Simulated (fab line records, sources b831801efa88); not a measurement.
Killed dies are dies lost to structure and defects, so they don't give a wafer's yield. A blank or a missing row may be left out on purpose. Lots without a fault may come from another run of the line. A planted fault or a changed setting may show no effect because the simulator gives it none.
fab line records | flow sky130
record lots=6 wafers=18 last_day=49
route steps=708 shown VIA2@523 METAL3@532 PAD_OPEN@708
lots that met no fault: from a run of the same line without faults
start_h: hours from the record's first day to the start of the lot's first wafer shown | wait_h: hours since the lot's step before | " the same as in the row above | L1.1+2: a row that stands for several wafers | - no value, or no start given | * or withheld: withheld | < > ~ a bound
route shown NAME@n: a module of which the file shows steps, and the number in the route of the first | usual: mean/standard deviation of fault-free wafers | same: alike in all rows | chamber/n: place in a boat | sites: the reading at each site | _std_site: their standard deviation | _edge_site: outer sites' mean less inner sites' | radius_mm: how far each site lies from the wafer's centre | mask NAME#n: copy n | behind: the tool/chamber that last shaped the wafer | hold: why the lot was held/for how many hours/how that ended | device: the transistor (n, p or np) that didn't switch | end of line: the same wafers' tests at the end of the route | a step without rows: its recipe alone | killed: dies lost to structure and defects at the first sort, not the wafer's yield | map: a wafer's dies, x killed, . not, _ none there
set.NAME: the setting as run; set.NAME@STEP: as run at that earlier step | model.NAME: the simulator's own value behind a step, which no gauge read
lots at some steps of the route; a table a step, a row a wafer
services: from which hour (start_h, from the record's first day; less than 0 if before it) a tool's chamber was out of use, for how many hours, and why
## steps
# step SKY_VIA2_STRIP_16
# recipe chemistry=O2/N2 power_w=1400 pressure_mtorr=1500 platen_temp_c=withheld o2_flow_sccm=3000 n2_flow_sccm=300 overash_fraction=0.5
# usual drypump_motor_current_A=5.6/0.41 oes_product_au=0.398/0.0051 strip_time_to_endpoint_s=4.049/0.021
# columns lot.wafer tool chamber start_h wait_h drypump_motor_current_A oes_product_au rf_hours_counter_h strip_time_to_endpoint_s
L631.2 plasma_asher-04 0 896.27 0.0 6.3 0.396 45 4.066
L631.5 " 0 " " 6.3 0.399 - 4.071
L631.6 " 1 " " 5.1 0.395 - 4.008
L636.2 plasma_asher-04 0 941.42 0.0 6.3 0.395 49 4.051
L636.3 " 0 " " 6.3 0.398 - 4.051
L636.5 " 1 " " 5.1 0.395 - 4.074
L640.1 plasma_asher-01 1 983.87 0.0 5.8 0.396 24 4.038
L640.2 " 0 " " 5.4 0.393 24 4.063
L640.5 " 1 " " 5.9 0.394 - 4.020
L639.2 plasma_asher-03 0 986.18 0.0 5.7 0.410 83 4.052
L639.4 " 0 " " 5.7 0.394 - 4.026
L639.6 " 0 " " 5.7 0.400 - 4.033
L642.1 plasma_asher-04 0 987.77 0.0 6.3 0.401 54 4.025
L642.5 " 1 " " 5.1 0.392 - 4.012
L642.6 " 0 " " 6.3 0.397 - 4.023
L644.2 plasma_asher-04 0 989.91 0.0 6.3 0.394 54 4.037
L644.4 " 0 " " 6.3 0.396 - 4.062
L644.5 " 1 " " 5.1 0.387 - 4.049
# step SKY_VIA2_STRIP_17
# recipe chemistry=post_etch_residue_remover time_s=1200 temp_c=72.5
# step SKY_VIA2_CLEAN_18
# recipe chemistry=IPA time_s=180 temp_c=25
# step SKY_VIA2_CLEAN_19
# recipe chemistry=O3/DIW dry=n2_spin
# step SKY_VIA2_SPUTTER_20
# recipe material=TiN target_thk_nm=20 chamber_pressure_pa=5 power_w=4000 time_s=80
# usual chamber_pressure_pa=4.999/0.011 throttle_valve_pct=30.0/1.2
# columns lot.wafer tool chamber start_h wait_h chamber_pressure_pa throttle_valve_pct
L631.2 pvd_sputter-01 - 896.86 0.0 4.994 30.2
L631.5 " - " " 4.996 28.4
L631.6 " - " " 4.999 29.8
L636.2 pvd_sputter-02 - 942.04 0.0 5.018 28.4
L636.3 " - " " 5.013 31.6
L636.5 " - " " 5.035 30.2
L640.1 pvd_sputter-03 - 984.46 0.0 4.982 30.6
L640.2 " - " " 5.013 29.8
L640.5 " - " " 4.999 29.0
L639.2 pvd_sputter-03 - 986.77 0.0 4.993 30.7
L639.4 " - " " 5.009 29.4
L639.6 " - " " 4.998 30.8
L642.1 pvd_sputter-01 - 988.36 0.0 4.983 30.5
L642.5 " - " " 4.992 30.0
L642.6 " - " " 5.004 28.7
L644.2 pvd_sputter-02 - 990.51 0.0 4.987 30.1
L644.4 " - " " 5.002 29.3
L644.5 " - " " 5.016 31.8
# step SKY_VIA2_CVD_21
# recipe material=W target_thk_nm=420 time_s=126.4 temp_c=400 pressure_torr=40
# usual heater_power_w=814/88
# columns lot.wafer tool chamber start_h wait_h heater_power_w
L631.2 cvd_w-02 0 896.92 0.0 957
L631.5 " 0 " " 950
L631.6 " 1 " " 784
L636.2 cvd_w-01 1 942.10 0.0 794
L636.3 " 0 " " 804
L636.5 " 0 " " 783
L640.1 cvd_w-01 1 984.52 0.0 773
L640.2 " 0 " " 786
L640.5 " 0 " " 802
L639.2 cvd_w-02 1 986.84 0.0 710
L639.4 " 1 " " 705
L639.6 " 0 " " 1023
L642.1 cvd_w-02 0 988.42 0.0 994
L642.5 " 0 " " 1001
L642.6 " 1 " " 740
L644.2 cvd_w-02 1 990.57 0.0 710
L644.4 " 1 " " 711
L644.5 " 1 " " 705
# step SKY_VIA2_RS_MEAS_22
# recipe thk_meas_gauge=four-point-probe reads=W_of_VIA2_CVD_21+TiN_of_VIA2_SPUTTER_20
# usual VIA2_W_RS=0.274/0.0032
# columns lot.wafer tool chamber start_h wait_h VIA2_W_RS[ohm/sq]
L631.2 film_metro-01 - 897.07 0.1 0.276
L631.5 " - " " 0.277
L631.6 " - " " 0.275
L636.2 film_metro-03 - 942.25 0.1 0.275
L636.3 " - " " 0.274
L636.5 " - " " 0.272
L640.1 film_metro-03 - 984.65 0.1 0.276
L640.2 " - " " 0.272
L640.5 " - " " 0.274
L639.2 film_metro-01 - 986.99 0.1 0.268
L639.4 " - " " 0.271
L639.6 " - " " 0.267
L642.1 film_metro-01 - 988.55 0.1 0.272
L642.5 " - " " 0.270
L642.6 " - " " 0.272
L644.2 film_metro-04 - 990.72 0.1 0.271
L644.4 " - " " 0.273
L644.5 " - " " 0.271
# step SKY_VIA2_THK_MEAS_23
# recipe thk_meas_gauge=xrf reads=W_of_VIA2_CVD_21
# usual VIA2_W_THK=426/6.2
# columns lot.wafer tool chamber start_h wait_h VIA2_W_THK[nm]
L631.2 film_metro-01 - 897.18 0.1 424
L631.5 " - " " 426
L631.6 " - " " 430
L636.2 film_metro-03 - 942.36 0.1 422
L636.3 " - " " 424
L636.5 " - " " 425
L640.1 film_metro-03 - 984.77 0.1 422
L640.2 " - " " 427
L640.5 " - " " 421
L639.2 film_metro-01 - 987.10 0.1 439
L639.4 " - " " 436
L639.6 " - " " 443
L642.1 film_metro-01 - 988.67 0.1 432
L642.5 " - " " 436
L642.6 " - " " 431
L644.2 film_metro-04 - 990.83 0.1 428
L644.4 " - " " 427
L644.5 " - " " 427
# step SKY_VIA2_CMP_24
# recipe stop_on=SiO2 t_overpolish_s=20 down_force_psi=3.5 platen_rpm=60 target_thk_nm=0 pad_velocity_m_s=0.94248
# usual motor_current_A=11.0/0.98 overpolish_run_s=20.000/0.0081 time_to_endpoint_s=101/3.4
# columns lot.wafer tool chamber start_h wait_h motor_current_A overpolish_run_s time_to_endpoint_s
L631.2 cmp-01 3 897.28 0.1 11.5 19.997 102
L631.6 " 2 " " 11.2 19.986 106
L631.5 " 3 " " 11.4 19.993 103
L636.3 cmp-02 2 942.46 0.1 12.5 20.011 97
L636.2 " 3 " " 11.4 19.999 97
L636.5 " 2 " " 12.4 19.993 98
L640.2 cmp-01 3 984.83 0.0 11.0 19.999 98
L640.1 " 0 " " 9.3 19.998 95
L640.5 " 0 " " 9.4 20.002 100
L639.4 cmp-02 2 987.25 0.1 12.5 19.992 103
L639.2 " 3 " " 12.5 20.003 103
L639.6 " 1 " " 9.7 20.000 105
L642.1 cmp-02 2 988.83 0.1 12.7 19.992 106
L642.5 " 0 " " 10.4 20.009 103
L642.6 " 1 " " 9.9 20.004 104
L644.4 cmp-02 1 990.88 0.0 9.9 19.991 102
L644.2 " 3 " " 11.7 20.016 100
L644.5 " 2 " " 12.8 19.997 102
# step SKY_METAL3_SPUTTER_00
# recipe material=Ti target_thk_nm=15 power_w=3000 time_s=10 chamber_pressure_pa=0.4
# usual chamber_pressure_pa=0.4000/0.00079 throttle_valve_pct=30.0/1.2
# columns lot.wafer tool chamber start_h wait_h chamber_pressure_pa throttle_valve_pct
L631.2 pvd_sputter-02 - 897.53 0.2 0.3990 31.8
L631.5 " - " " 0.3990 30.4
L631.6 " - " " 0.4017 28.4
L636.2 pvd_sputter-01 - 942.71 0.1 0.4004 32.8
L636.3 " - " " 0.4001 30.3
L636.5 " - " " 0.3997 30.2
L640.1 pvd_sputter-02 - 985.13 0.2 0.4004 29.3
L640.2 " - " " 0.3993 30.4
L640.5 " - " " 0.3997 31.4
L639.2 pvd_sputter-01 - 987.45 0.1 0.4006 30.1
L639.4 " - " " 0.4009 29.9
L639.6 " - " " 0.4009 32.7
L642.1 pvd_sputter-02 - 989.03 0.1 0.3982 30.3
L642.5 " - " " 0.4008 29.3
L642.6 " - " " 0.3974 30.4
L644.2 pvd_sputter-01 - 991.18 0.1 0.4005 32.7
L644.4 " - " " 0.4006 30.4
L644.5 " - " " 0.4001 29.6
# step SKY_METAL3_SPUTTER_01
# recipe material=TiN target_thk_nm=20 power_w=6500 time_s=16.7 chamber_pressure_pa=0.4
# step SKY_METAL3_SPUTTER_02
# recipe material=AlCu target_thk_nm=735 power_w=10600 time_s=39.1 chamber_pressure_pa=0.4
# step SKY_METAL3_SPUTTER_03
# recipe material=Ti target_thk_nm=5 power_w=3000 time_s=3.3 chamber_pressure_pa=0.4
# usual chamber_pressure_pa=0.4000/0.00078 throttle_valve_pct=30.0/1.2
# columns lot.wafer tool chamber start_h wait_h chamber_pressure_pa throttle_valve_pct
L631.2 pvd_sputter-02 - 897.62 0.0 0.3992 31.6
L631.5 " - " " 0.3999 30.2
L631.6 " - " " 0.3996 28.0
L636.2 pvd_sputter-01 - 942.80 0.0 0.4000 32.8
L636.3 " - " " 0.3999 30.1
L636.5 " - " " 0.3983 30.3
L640.1 pvd_sputter-02 - 985.22 0.0 0.3998 29.5
L640.2 " - " " 0.4008 30.3
L640.5 " - " " 0.4007 31.8
L639.2 pvd_sputter-01 - 987.53 0.0 0.4384 28.6
L639.4 " - " " 0.4390 28.6
L639.6 " - " " 0.4372 31.5
L642.1 pvd_sputter-02 - 989.12 0.0 0.4004 30.4
L642.5 " - " " 0.3999 29.1
L642.6 " - " " 0.3995 30.1
L644.2 pvd_sputter-01 - 991.26 0.0 0.4387 31.3
L644.4 " - " " 0.4380 28.7
L644.5 " - " " 0.4386 28.5
# step SKY_METAL3_SPUTTER_04
# recipe material=TiN target_thk_nm=70 power_w=6500 time_s=58.3 chamber_pressure_pa=0.4
# step SKY_PAD_OPEN_PROBE_99
# usual defect_limited_yield=82.5/1.8 killed_at_M0_to_M3=43/6.6 killed_at_M4_up=3.2/1.8 killed_at_contacts=24/5 killed_at_front_end=15/4.5 killed_at_other=0.2/0.46 killed_dies=86/8.8 killed_on_rim=16/3.4 killed_open=48/6.6 killed_short=38/6.1 sort_bin_3_pad_short=0.8/0.42 sort_bin_5_function=10.4/1.4 sort_bin_6_memory=6.3/1 sort_n_pass=406/8.8 sort_yield_pct=82.5/1.8
# same gross_dies=492 killed_at_back_side=0 sort_bin_4_leakage[%]=0 sort_bin_8_speed[%]=0
# columns lot.wafer tool chamber start_h wait_h defect_limited_yield[%] killed_at_M0_to_M3 killed_at_M4_up killed_at_contacts killed_at_front_end killed_at_other killed_dies killed_on_rim killed_open killed_short sort_bin_3_pad_short[%] sort_bin_5_function[%] sort_bin_6_memory[%] sort_n_pass sort_yield_pct[%]
L631.2 prober-02 - 1113.98 0.1 84.1 39 4 19 15 1 78 17 44 34 0.6 11.6 3.7 414 84.1
L631.5 prober-02 - 1114.13 0.2 81.5 37 5 28 21 0 91 16 48 43 0.6 11.0 6.9 401 81.5
L631.6 prober-02 - 1114.18 0.2 82.5 43 2 24 16 1 86 17 50 36 0.8 9.6 7.1 406 82.5
L636.2 prober-02 - 1148.85 0.1 83.7 45 5 17 13 0 80 12 40 40 0.2 10.0 6.1 412 83.7
L636.3 prober-02 - 1148.90 0.2 80.7 49 1 32 13 0 95 17 58 37 0.2 10.8 8.3 397 80.7
L636.5 prober-02 - 1149.00 0.2 82.5 49 4 23 10 0 86 19 53 33 0.6 10.8 6.1 406 82.5
L640.1 prober-01 - 1181.58 0.1 83.9 44 1 17 17 0 79 13 39 40 0.8 7.7 7.5 413 83.9
L640.2 prober-01 - 1181.63 0.1 84.6 32 3 31 9 1 76 15 40 36 0.8 9.6 5.1 416 84.6
L640.5 prober-01 - 1181.78 0.2 82.3 44 3 24 16 0 87 16 47 40 0.2 12.0 5.5 405 82.3
L639.2 prober-01 - 1183.31 0.1 82.5 40 1 30 15 0 86 16 53 33 0.4 10.4 6.7 406 82.5
L639.4 prober-01 - 1183.41 0.2 81.9 43 5 26 15 0 89 15 50 39 1.4 10.0 6.7 403 81.9
L639.6 prober-01 - 1183.51 0.2 79.3 47 5 38 12 0 102 18 59 43 1.2 12.2 7.3 390 79.3
L642.1 prober-02 - 1184.81 0.1 81.5 40 2 36 13 0 91 16 56 35 0.6 10.6 7.3 401 81.5
L642.5 prober-02 - 1185.01 0.2 85.4 39 0 24 9 0 72 9 44 28 0.8 8.5 5.3 420 85.4
L642.6 prober-02 - 1185.06 0.2 82.5 39 3 25 19 0 86 18 50 36 1.0 11.4 5.1 406 82.5
L644.2 prober-02 - 1186.73 0.1 82.3 44 6 22 15 0 87 20 47 40 1.2 10.2 6.3 405 82.3
L644.4 prober-02 - 1186.83 0.2 86.4 25 6 23 13 0 67 11 38 29 1.0 7.7 4.9 425 86.4
L644.5 prober-02 - 1186.88 0.2 81.3 53 5 24 10 0 92 23 50 42 1.0 10.4 7.3 400 81.3
# killed by level:class
L631.2 VIA1:geometric_particle:open=12 CONTACT:geometric_particle:open=7 VIA3:geometric_particle:open=6 METAL1:geometric_particle:short=5 VIA1:geometric_particle:short=5 FIELD_ISO:geometric_particle:open=4 FIELD_ISO:geometric_particle:short=4 LI_CONTACT:geometric_particle:open=4
L631.5 VIA1:geometric_particle:open=10 LI_CONTACT:geometric_particle:open=9 VIA2:geometric_particle:open=8 METAL2:geometric_particle:short=7 LOCAL_INTERCONNECT:geometric_particle:short=6 CONTACT:geometric_particle:open=6 POLY_GATE:geometric_particle:short=5 FIELD_ISO:geometric_particle:open=4
L631.6 FIELD_ISO:geometric_particle:open=8 VIA1:geometric_particle:open=8 VIA2:geometric_particle:open=8 LI_CONTACT:geometric_particle:open=7 CONTACT:geometric_particle:open=7 VIA3:geometric_particle:open=6 VIA1:geometric_particle:short=6 CONTACT:geometric_particle:short=5
L636.2 VIA1:geometric_particle:open=13 LI_CONTACT:geometric_particle:open=6 VIA1:geometric_particle:short=6 CONTACT:geometric_particle:short=5 METAL2:geometric_particle:short=5 VIA2:geometric_particle:open=5 FIELD_ISO:geometric_particle:short=4 VIA3:geometric_particle:short=4
L636.3 LI_CONTACT:geometric_particle:open=14 VIA1:geometric_particle:open=14 METAL2:geometric_particle:short=9 VIA3:geometric_particle:open=8 POLY_GATE:geometric_particle:open=7 CONTACT:geometric_particle:open=6 LI_CONTACT:geometric_particle:short=6 METAL3:geometric_particle:short=6
L636.5 VIA1:geometric_particle:open=11 LI_CONTACT:geometric_particle:open=10 METAL1:geometric_particle:short=9 VIA2:geometric_particle:open=9 CONTACT:geometric_particle:open=7 VIA3:geometric_particle:open=5 VIA1:geometric_particle:short=4 METAL2:geometric_particle:short=4
L640.1 CONTACT:geometric_particle:open=9 METAL1:geometric_particle:short=8 METAL2:geometric_particle:short=8 VIA1:geometric_particle:open=6 VIA2:geometric_particle:open=6 FIELD_ISO:geometric_particle:open=4 VIA1:geometric_particle:short=4 METAL3:geometric_particle:short=4
L640.2 CONTACT:geometric_particle:open=9 VIA1:geometric_particle:open=9 LOCAL_INTERCONNECT:geometric_particle:short=6 METAL1:geometric_particle:short=6 LI_CONTACT:geometric_particle:short=5 CONTACT:geometric_particle:short=5 METAL2:geometric_particle:short=5 VIA3:geometric_particle:open=5
L640.5 METAL2:geometric_particle:short=12 VIA2:geometric_particle:open=8 CONTACT:geometric_particle:open=7 LI_CONTACT:geometric_particle:open=6 CONTACT:geometric_particle:short=6 VIA3:geometric_particle:open=6 FIELD_ISO:geometric_particle:open=5 VIA1:geometric_particle:open=5
L639.2 CONTACT:geometric_particle:open=15 VIA1:geometric_particle:open=10 CONTACT:geometric_particle:short=7 FIELD_ISO:geometric_particle:open=6 VIA3:geometric_particle:short=6 VIA3:geometric_particle:open=6 LI_CONTACT:geometric_particle:open=5 VIA2:geometric_particle:open=5
L639.4 VIA1:geometric_particle:open=13 CONTACT:geometric_particle:open=11 VIA2:geometric_particle:open=7 LI_CONTACT:geometric_particle:open=6 POLY_GATE:geometric_particle:short=5 METAL2:geometric_particle:short=5 METAL3:geometric_particle:short=5 FIELD_ISO:geometric_particle:short=4
L639.6 CONTACT:geometric_particle:open=17 LI_CONTACT:geometric_particle:open=11 METAL1:geometric_particle:short=8 CONTACT:geometric_particle:short=7 METAL2:geometric_particle:short=7 VIA2:geometric_particle:open=7 VIA3:geometric_particle:open=7 VIA1:geometric_particle:open=6
L642.1 CONTACT:geometric_particle:open=16 VIA3:geometric_particle:open=11 LI_CONTACT:geometric_particle:open=9 VIA1:geometric_particle:open=6 METAL2:geometric_particle:short=5 LI_CONTACT:geometric_particle:short=4 CONTACT:geometric_particle:short=4 LOCAL_INTERCONNECT:geometric_particle:short=3
L642.5 VIA1:geometric_particle:open=15 CONTACT:geometric_particle:open=8 LI_CONTACT:geometric_particle:open=7 CONTACT:geometric_particle:short=5 METAL1:geometric_particle:open=5 VIA1:geometric_particle:short=4 METAL2:geometric_particle:short=4 FIELD_ISO:geometric_particle:short=3
L642.6 VIA1:geometric_particle:open=12 CONTACT:geometric_particle:open=9 CONTACT:geometric_particle:short=7 LI_CONTACT:geometric_particle:open=6 VIA3:geometric_particle:open=5 FIELD_ISO:geometric_particle:open=4 POLY_GATE:geometric_particle:short=4 METAL2:geometric_particle:open=4
L644.2 FIELD_ISO:geometric_particle:open=9 VIA2:geometric_particle:open=9 CONTACT:geometric_particle:open=8 VIA1:geometric_particle:open=8 LI_CONTACT:geometric_particle:open=6 METAL2:geometric_particle:short=6 METAL4:geometric_particle:short=6 CONTACT:geometric_particle:short=5
L644.4 CONTACT:geometric_particle:open=8 LI_CONTACT:geometric_particle:open=6 VIA2:geometric_particle:open=5 FIELD_ISO:geometric_particle:open=4 POLY_GATE:geometric_particle:short=4 METAL4:geometric_particle:short=4 CONTACT:geometric_particle:short=4 METAL1:geometric_particle:open=4
L644.5 METAL1:geometric_particle:short=9 VIA1:geometric_particle:open=9 VIA3:geometric_particle:open=9 LI_CONTACT:geometric_particle:open=8 CONTACT:geometric_particle:open=8 VIA2:geometric_particle:open=7 VIA1:geometric_particle:short=6 LOCAL_INTERCONNECT:geometric_particle:short=5
## services
# columns tool chamber start_h hours kind
plasma_asher-01 - 874.03 6.4 pm
plasma_asher-03 - 886.89 0.4 repair
cmp-02 - 893.04 1.4 repair
cmp-02 - 902.98 0.9 repair
cvd_w-02 - 904.00 14.0 pm
cvd_w-02 0 904.00 14.0 vent_cycle
cvd_w-02 1 904.00 14.0 vent_cycle
cmp-02 - 912.00 4.0 pm
cmp-02 - 916.00 - consumable_replace:conditioner
cmp-02 - 916.00 - consumable_replace:pad
cmp-02 - 916.54 2.3 repair
plasma_asher-04 - 916.72 0.7 repair
cvd_w-02 0 918.00 - clean
cvd_w-02 1 918.00 - clean
plasma_asher-03 - 955.51 2.8 repair
cmp-01 - 957.95 0.8 repair
pvd_sputter-02 - 974.43 3.5 repair
pvd_sputter-03 - 977.65 3.0 repair
pvd_sputter-02 - 980.73 1.7 repair
cvd_w-01 0 985.07 13.8 repair
cvd_w-01 - 990.89 0.7 repair
## key
first_sign step=SKY_METAL3_SPUTTER_03 reading=chamber_pressure_pa direction=up sigmas=49 usual=0.4000 struck=0.4383
effect none on later readings
met_at SKY_METAL3_SPUTTER_03
struck_wafers L639.2,L639.4,L639.6,L644.2,L644.4,L644.5
onset_between 942.80 987.53
fault kind=process_parameter_drift tool=pvd_sputter-01 chamber=- onset_h=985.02 steps=SKY_METAL3_SPUTTER_03 channel=chamber_pressure_pa offset=0.038573 shape=step end_h=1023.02 acts_in=these_recipes_only stated=0.4
